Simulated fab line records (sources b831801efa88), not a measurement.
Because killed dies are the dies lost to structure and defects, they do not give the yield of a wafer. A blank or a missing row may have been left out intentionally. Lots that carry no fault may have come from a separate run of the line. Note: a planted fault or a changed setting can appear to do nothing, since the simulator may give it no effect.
fab line records ; flow sky130
[record] lots = 4; wafers = 12; lastDay = 49
route steps=708 shown SONOS_TUNNEL@160 SONOS_ONO@168 GATE_OXIDE@187 PAD_OPEN@708
lots with no fault: from the same line, run without faults
startH: hours from the record's opening day to when the first of the lot's shown wafers began ; waitH: how many hours have passed since the lot's step before this one ; " as in the row above ; L1.1+2: several wafers, shown together as one row ; - either no value or no given start ; * or withheld: withheld ; < > ~ a bound
route shown NAME@n: a module of which the file shows steps, and the number in the route of the first ; usual: mean and standard deviation over wafers with no fault ; same: alike in all rows ; chamber/n: place in a boat ; sites: the reading at each site ; _std_site: the values' standard deviation ; _edge_site: outer sites' mean less inner sites' ; radiusMm: for every site, how far away it sits from the centre of the wafer ; mask NAME#n: copy n ; behind: the last tool/chamber to shape the wafer ; hold: cause of the lot's hold/its duration in hours/its outcome ; device: the n, p or np transistor that did not switch ; end of line: at the end of the route, the tests of the same wafers ; for a step that has no rows: nothing shown but its recipe ; killed: the dies lost at the first sort to structure and to defects; this is not the yield of the wafer ; map: shows each die of a wafer: x if killed, . if not, _ if none is there
set.NAME: setting as actually run; set.NAME@STEP: the setting as run at that earlier step ; model.NAME: the simulator's own value behind a step, which no gauge read
lots seen at some steps along the route; tables by step, rows by wafer
services: from which hour (startH, from the record's first day; less than 0 if before it) a tool's chamber was out of use, for how many hours, and why
[[steps]]
[step SKY_SONOS_TUNNEL_DEVELOP_06]
[recipe] resist = NOVOLAK; developer = TMAH; developTimeS = 60; devTempC = 23
[step SKY_SONOS_TUNNEL_IMPLANT_09]
[recipe] species = B; energyKev = 20; doseCm2 = 1e+12; tiltDeg = withheld
[step SKY_SONOS_TUNNEL_WET_ETCH_10]
[recipe] chemistry = dHF; targetDepthNm = 14; target = SiO2; dilution = 100:1; tempC = 25; timeS = 280
[step SKY_SONOS_TUNNEL_STRIP_11]
[recipe] chemistry = SPM; timeS = 600; tempC = 130
[step SKY_SONOS_TUNNEL_CLEAN_13]
[recipe] chemistry = dHF; timeS = 20; dilution = 100:1; dry = ipaMarangoni
[step SKY_SONOS_ONO_OXIDATION_00]
[recipe] tempC = 800; ambient = O2; idleTempC = 700; rampUpCPerMin = 10; rampDownCPerMin = 3; stabiliseS = 600; purgeS = 300; targetThkA = 26; oxTimeS = 1249
[step SKY_SONOS_ONO_CVD_02]
[recipe] material = Si3N4; precursor = DCS/NH3; targetThkNm = 10.5; tempC = 770; timeS = 180; pressureMtorr = 250
[step SKY_SONOS_ONO_CVD_04]
[recipe] material = SiO2; precursor = SiH4/N2O; targetThkNm = 5.7199; tempC = 900; pressureMtorr = 400
[usual] spikeTcBottomC = 915.7/0.95; spikeTcCentreC = 900.3/1.2; spikeTcLowerC = 899.6/1.1; spikeTcTopC = 909.4/1.3; spikeTcUpperC = 900.2/1.1
lot.wafer;tool;chamber;startH;waitH;spikeTcBottomC;spikeTcCentreC;spikeTcLowerC;spikeTcTopC;spikeTcUpperC;model.SiO2_of_SONOS_ONO_CVD_04.thkNm
L962.2;lpcvd-03;1;246.04;0.0;916.7;899.7;899.0;909.3;898.1;5.568
L962.3;lpcvd-03;1;246.04;0.0;916.0;899.1;898.3;910.9;900.8;5.525
L962.6;lpcvd-03;1;246.04;0.0;914.5;898.2;898.0;909.2;900.1;5.5
L965.1;lpcvd-03;1;265.68;0.1;917.4;899.8;898.3;911.7;901.6;5.509
L965.5;lpcvd-03;1;265.68;0.1;916.8;898.8;901.1;910.6;898.6;5.557
L965.6;lpcvd-03;1;265.68;0.1;915.1;901.2;899.4;909.7;900.0;5.605
L979.2;lpcvd-03;0;381.80;0.0;907.9;892.3;893.9;901.8;891.5;4.982
L979.4;lpcvd-03;0;381.80;0.0;908.2;894.1;895.3;902.0;893.4;4.886
L979.5;lpcvd-03;0;381.80;0.0;909.1;894.5;893.1;902.1;894.4;4.957
L980.1;lpcvd-03;0;389.72;0.1;910.1;893.2;893.9;900.8;895.4;5.029
L980.3;lpcvd-03;0;389.72;0.1;909.4;893.1;893.9;901.3;894.3;5.103
L980.5;lpcvd-03;0;389.72;0.1;907.6;894.7;893.7;901.8;892.3;5.176
[step SKY_SONOS_ONO_THK_MEAS_05]
[recipe] reads = SiO2_of_SONOS_ONO_CVD_04
[usual] SONOS_ONO_CVD_04_THK = 5.61/0.1
lot.wafer;tool;chamber;startH;waitH;SONOS_ONO_CVD_04_THK[nm]
L962.2;filmMetro-02;-;247.30;0.0;5.59
L962.3;filmMetro-02;-;247.30;0.0;5.52
L962.6;filmMetro-02;-;247.30;0.0;5.47
L965.1;filmMetro-02;-;266.93;0.0;5.49
L965.5;filmMetro-02;-;266.93;0.0;5.59
L965.6;filmMetro-02;-;266.93;0.0;5.55
L979.2;filmMetro-02;-;383.06;0.0;5.00
L979.4;filmMetro-02;-;383.06;0.0;4.86
L979.5;filmMetro-02;-;383.06;0.0;4.96
L980.1;filmMetro-02;-;390.97;0.0;5.05
L980.3;filmMetro-02;-;390.97;0.0;5.09
L980.5;filmMetro-02;-;390.97;0.0;5.16
[step SKY_SONOS_ONO_DEHYDRATE_06]
[recipe] tempC = 200; timeS = 60
[step SKY_SONOS_ONO_HMDS_07]
[recipe] primeTimeS = 60; primeTempC = 120
[step SKY_SONOS_ONO_COAT_08]
[recipe] resist = NOVOLAK; spinRpm = 3000; resistThkNm = 1140
[step SKY_SONOS_ONO_SOFTBAKE_09]
[recipe] tempC = 90; timeS = 60; resist = NOVOLAK
[step SKY_SONOS_ONO_EXPOSE_10]
[recipe] maskId = ONOM; targetCdNm = 410; na = 0.6; sourceShape = conventional; sigmaOuter = 0.6; doseMj = 150
[step SKY_SONOS_ONO_PEB_11]
[recipe] tempC = withheld; timeS = *; resist = NOVOLAK
[step SKY_SONOS_ONO_DEVELOP_12]
[recipe] developTimeS = 60; devTempC = 23
[step SKY_SONOS_ONO_ETCH_15]
[recipe] targetDepthNm = 19.52; chemistry = CHF3/O2; sourceW = 600; biasW = 200; pressureMtorr = 40; chf3FlowSccm = 50; O2_flow_sccm = 5; timeS = 7.8
[step SKY_SONOS_ONO_WET_ETCH_16]
[recipe] chemistry = dHF; targetDepthNm = 14; dry = n2Spin; target = SiO2; dilution = 100:1; tempC = 25; timeS = 280
[step SKY_SONOS_ONO_STRIP_17]
[recipe] chemistry = O2/N2; powerW = 1400; pressureMtorr = 1500; platenTempC = withheld; o2FlowSccm = 3000; n2FlowSccm = 300; overashFraction = 0.5
[step SKY_SONOS_ONO_WET_ETCH_18]
[recipe] chemistry = H3PO4; targetDepthNm = 15; target = Si3N4; tempC = 160; timeS = 172
[step SKY_GATE_OXIDE_CLEAN_00]
[recipe] chemistry = SC1/SC2; mix = 1:4:20; tempC = 70; timeS = 150; dry = n2Spin
[step SKY_GATE_OXIDE_OXIDATION_01]
[recipe] tempC = 900; ambient = O2; stabiliseS = 600; purgeS = 300; targetThkA = 102.68; oxTimeS = 1473
[step SKY_GATE_OXIDE_DEHYDRATE_03]
[recipe] tempC = 200; timeS = 60
[step SKY_GATE_OXIDE_HMDS_04]
[recipe] primeTimeS = 60; primeTempC = 120
[step SKY_GATE_OXIDE_COAT_05]
[recipe] resist = NOVOLAK; spinRpm = 3000; resistThkNm = 1140
[step SKY_GATE_OXIDE_SOFTBAKE_06]
[recipe] tempC = 90; timeS = 60; resist = NOVOLAK
[step SKY_GATE_OXIDE_EXPOSE_07]
[recipe] maskId = LVOM; na = 0.6; sourceShape = conventional; sigmaOuter = 0.6; polarization = unpolarized; targetCdNm = 600; doseMj = 170
[step SKY_GATE_OXIDE_PEB_08]
[recipe] tempC = withheld; timeS = *; resist = NOVOLAK
[step SKY_GATE_OXIDE_DEVELOP_09]
[recipe] resist = NOVOLAK; developer = TMAH; developTimeS = 60; devTempC = 23
[step SKY_GATE_OXIDE_IMPLANT_11]
[recipe] species = B; energyKev = 10; doseCm2 = 2.6e+12; tiltDeg = withheld
[step SKY_GATE_OXIDE_WET_ETCH_12]
[recipe] chemistry = dHF; targetDepthNm = 16.8; dry = n2Spin; target = SiO2; dilution = 100:1; tempC = 25; timeS = 336
[step SKY_GATE_OXIDE_STRIP_13]
[recipe] chemistry = O2/N2; powerW = 1400; pressureMtorr = 1500; platenTempC = withheld; o2FlowSccm = 3000; n2FlowSccm = 300; overashFraction = 0.5
[step SKY_GATE_OXIDE_CLEAN_15]
[recipe] chemistry = SC1/SC2; mix = 1:4:20; tempC = 70; timeS = 150; dry = n2Spin
lot.wafer;tool;chamber;startH;waitH;model.SiO2_of_SONOS_ONO_CVD_04.thkNm
L962.2;wetBench-01;3;297.89;0.0;4.048
L962.3;wetBench-01;3;297.89;0.0;4.003
L962.6;wetBench-01;3;297.89;0.0;3.982
L965.1;wetBench-02;1;319.64;0.1;3.986
L965.5;wetBench-02;1;319.64;0.1;4.03
L965.6;wetBench-02;1;319.64;0.1;4.077
L979.2;wetBench-03;1;444.66;0.0;3.45
L979.4;wetBench-03;1;444.66;0.0;3.357
L979.5;wetBench-03;1;444.66;0.0;3.43
L980.1;wetBench-01;1;454.17;0.1;3.504
L980.3;wetBench-01;1;454.17;0.1;3.586
L980.5;wetBench-01;1;454.17;0.1;3.66
[step SKY_PAD_OPEN_PROBE_99]
[usual] killed_at_M0_to_M3 = 43/7.3; killed_at_M4_up = 3.0/2; killedAtContacts = 24/5.2; killedAtFrontEnd = 15/4.4; killedAtOther = 0.2/0.48; killedDies = 86/9.1; killedOpen = 47/7.3; killedShort = 38/6.4
[same] grossDies = 492; killedAtBackSide = 0
lot.wafer;tool;chamber;startH;waitH;killed_at_M0_to_M3;killed_at_M4_up;killedAtContacts;killedAtFrontEnd;killedAtOther;killedDies;killedOpen;killedShort;model.etest.sonosUncharged.rOnOhmUm;model.etest.capOno.gateLog10ACm2;model.etest.capOno.gateBvV;model.etest.capOno.toxAccNm;model.etest.sonosProgrammed.vtV;model.etest.sonosBaked.vtV;model.etest.sonosErased.vtV;model.etest.sonosBaked.vtLessV
L962.2;prober-02;-;1066.16;0.1;41;1;22;13;0;77;39;38;801.2;-7.614;16.4;12.66;1.538;1.054;-2.413;-0.4838
L962.3;prober-02;-;1066.21;0.2;51;1;22;16;0;90;46;42;812.8;-7.65;15.79;12.61;1.57;0.9943;-2.394;-0.5761
L962.6;prober-02;-;1066.36;0.2;40;2;30;15;0;87;57;30;795.7;-7.606;15.89;12.61;1.561;1.006;-2.438;-0.5548
L965.1;prober-01;-;1083.84;0.1;35;3;21;15;0;74;44;30;819.3;-7.517;16.06;12.62;1.63;1.132;-2.355;-0.498
L965.5;prober-01;-;1084.04;0.2;55;1;25;13;0;94;51;43;823;-7.669;16.07;12.69;1.62;1.088;-2.321;-0.5321
L965.6;prober-01;-;1084.09;0.2;47;5;32;10;0;94;40;54;820.5;-7.708;16.37;12.63;1.62;1.062;-2.356;-0.5575
L979.2;prober-01;-;1166.09;0.1;45;0;16;10;0;71;42;29;809.2;-7.183;15.88;12.22;1.786;1.245;-2.432;-0.5404
L979.4;prober-01;-;1166.19;0.2;57;4;18;12;0;91;44;47;780.3;-6.816;15.49;12.04;1.806;1.241;-2.462;-0.5644
L979.5;prober-01;-;1166.24;0.2;38;3;23;19;2;85;43;42;790.7;-6.943;15.5;12.05;1.817;1.225;-2.494;-0.5922
L980.1;prober-02;-;1171.46;0.1;49;2;19;11;0;81;45;35;788.6;-7.09;15.8;12.22;1.731;1.15;-2.441;-0.5812
L980.3;prober-02;-;1171.56;0.2;39;3;26;15;0;83;48;35;796;-7.183;15.61;12.3;1.73;1.129;-2.461;-0.6
L980.5;prober-02;-;1171.66;0.2;56;2;23;8;0;89;48;41;793.3;-7.38;15.62;12.45;1.685;1.143;-2.475;-0.5421
// killed by level:class
L962.2 VIA1:geometricParticle:open=13 LI_CONTACT:geometricParticle:open=8 METAL1:geometricParticle:short=8 FIELD_ISO:geometricParticle:short=6 VIA1:geometricParticle:short=6 CONTACT:geometricParticle:short=5 CONTACT:geometricParticle:open=5 POLY_GATE:geometricParticle:short=4
L962.3 VIA2:geometricParticle:open=11 VIA3:geometricParticle:open=9 CONTACT:geometricParticle:open=8 LI_CONTACT:geometricParticle:short=6 VIA1:geometricParticle:open=6 METAL1:geometricParticle:short=5 METAL2:geometricParticle:short=5 VIA3:geometricParticle:short=5
L962.6 VIA1:geometricParticle:open=13 LI_CONTACT:geometricParticle:open=9 VIA2:geometricParticle:open=9 CONTACT:geometricParticle:open=8 VIA3:geometricParticle:open=6 LOCAL_INTERCONNECT:geometricParticle:short=5 POLY_GATE:geometricParticle:open=4 CONTACT:geometricParticle:short=4
L965.1 VIA1:geometricParticle:open=13 CONTACT:geometricParticle:open=11 POLY_GATE:geometricParticle:short=6 METAL1:geometricParticle:short=4 POLY_GATE:geometricParticle:open=3 LI_CONTACT:geometricParticle:open=3 VIA1:geometricParticle:short=3 VIA2:geometricParticle:open=3
L965.5 VIA1:geometricParticle:open=15 VIA1:geometricParticle:short=8 LI_CONTACT:geometricParticle:open=7 VIA3:geometricParticle:open=6 CONTACT:geometricParticle:open=6 CONTACT:geometricParticle:short=6 METAL1:geometricParticle:short=6 VIA2:geometricParticle:open=5
L965.6 METAL2:geometricParticle:short=9 LOCAL_INTERCONNECT:geometricParticle:short=9 CONTACT:geometricParticle:open=8 VIA3:geometricParticle:open=8 LI_CONTACT:geometricParticle:open=7 VIA1:geometricParticle:open=7 VIA1:geometricParticle:short=6 VIA2:geometricParticle:open=4
L979.2 VIA1:geometricParticle:open=10 VIA2:geometricParticle:open=9 LI_CONTACT:geometricParticle:open=7 METAL3:geometricParticle:open=5 FIELD_ISO:geometricParticle:short=4 METAL1:geometricParticle:short=4 VIA1:geometricParticle:short=4 METAL2:geometricParticle:short=4
L979.4 VIA1:geometricParticle:open=10 METAL2:geometricParticle:short=9 METAL1:geometricParticle:short=7 VIA3:geometricParticle:open=7 VIA2:geometricParticle:open=6 LI_CONTACT:geometricParticle:open=5 VIA3:geometricParticle:short=5 CONTACT:geometricParticle:open=4
L979.5 VIA1:geometricParticle:open=10 CONTACT:geometricParticle:open=9 POLY_GATE:geometricParticle:short=8 METAL2:geometricParticle:short=7 CONTACT:geometricParticle:short=6 POLY_GATE:geometricParticle:open=5 METAL3:geometricParticle:short=5 LI_CONTACT:geometricParticle:open=4
L980.1 VIA1:geometricParticle:open=10 VIA2:geometricParticle:open=10 CONTACT:geometricParticle:open=9 VIA3:geometricParticle:open=6 CONTACT:geometricParticle:short=5 VIA1:geometricParticle:short=5 METAL2:geometricParticle:short=5 FIELD_ISO:geometricParticle:short=4
L980.3 CONTACT:geometricParticle:open=11 VIA1:geometricParticle:open=8 FIELD_ISO:geometricParticle:open=7 LI_CONTACT:geometricParticle:open=7 METAL3:geometricParticle:short=6 METAL1:geometricParticle:short=5 METAL2:geometricParticle:short=5 LOCAL_INTERCONNECT:geometricParticle:short=4
L980.5 VIA1:geometricParticle:open=10 VIA2:geometricParticle:open=9 METAL3:geometricParticle:short=8 LI_CONTACT:geometricParticle:open=8 CONTACT:geometricParticle:open=8 METAL2:geometricParticle:short=7 VIA2:geometricParticle:short=7 VIA3:geometricParticle:open=6
[[services]]
tool;chamber;startH;hours;kind
lpcvd-03;-;299.30;1.9;repair
lpcvd-03;-;363.08;1.3;repair
wetBench-01;-;370.16;4.2;repair
wetBench-02;-;379.58;34.5;pm
lpcvd-03;-;452.03;0.8;pm
[[key]]
[firstSign] step = SKY_SONOS_ONO_CVD_04; reading = spikeTcBottomC; direction = down; sigmas = 7.4; usual = 915.7; struck = 908.7
[effect] step = SKY_SONOS_ONO_CVD_04; reading = spikeTcUpperC; direction = down; sigmas = 6.3; usual = 900.2; struck = 893.6
[effect] step = SKY_SONOS_ONO_THK_MEAS_05; reading = SONOS_ONO_CVD_04_THK; direction = down; sigmas = 5.8; usual = 5.61; struck = 5.02
[modelEffect] step = SKY_SONOS_ONO_CVD_04; value = SiO2_of_SONOS_ONO_CVD_04.thkNm; without = 5.615; struck = 5.022
[modelEffect] step = SKY_GATE_OXIDE_CLEAN_15; value = SiO2_of_SONOS_ONO_CVD_04.thkNm; without = 4.091; struck = 3.498
[modelEffect] step = SKY_PAD_OPEN_PROBE_99; value = etest.sonosUncharged.rOnOhmUm; without = 813.6; struck = 793
metAt SKY_SONOS_ONO_CVD_04
struckWafers L979.2,L979.4,L979.5,L980.1,L980.3,L980.5
testerLeftOut L979,L980
[fault] kind = processParameterDrift; tool = lpcvd-03; chamber = 0; onsetH = 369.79; steps = SKY_SONOS_ONO_CVD_04; channel = tempC; offset = *; shape = step; endH = 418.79; stated = *
// testerLeftOut: of these lots the tester's yield and bins aren't shown, on N5 and GAA mostly nor the transistor test; their killed dies are dies lost to structure and defects alone, not to doping, threshold or leakage, so they don't give the yield
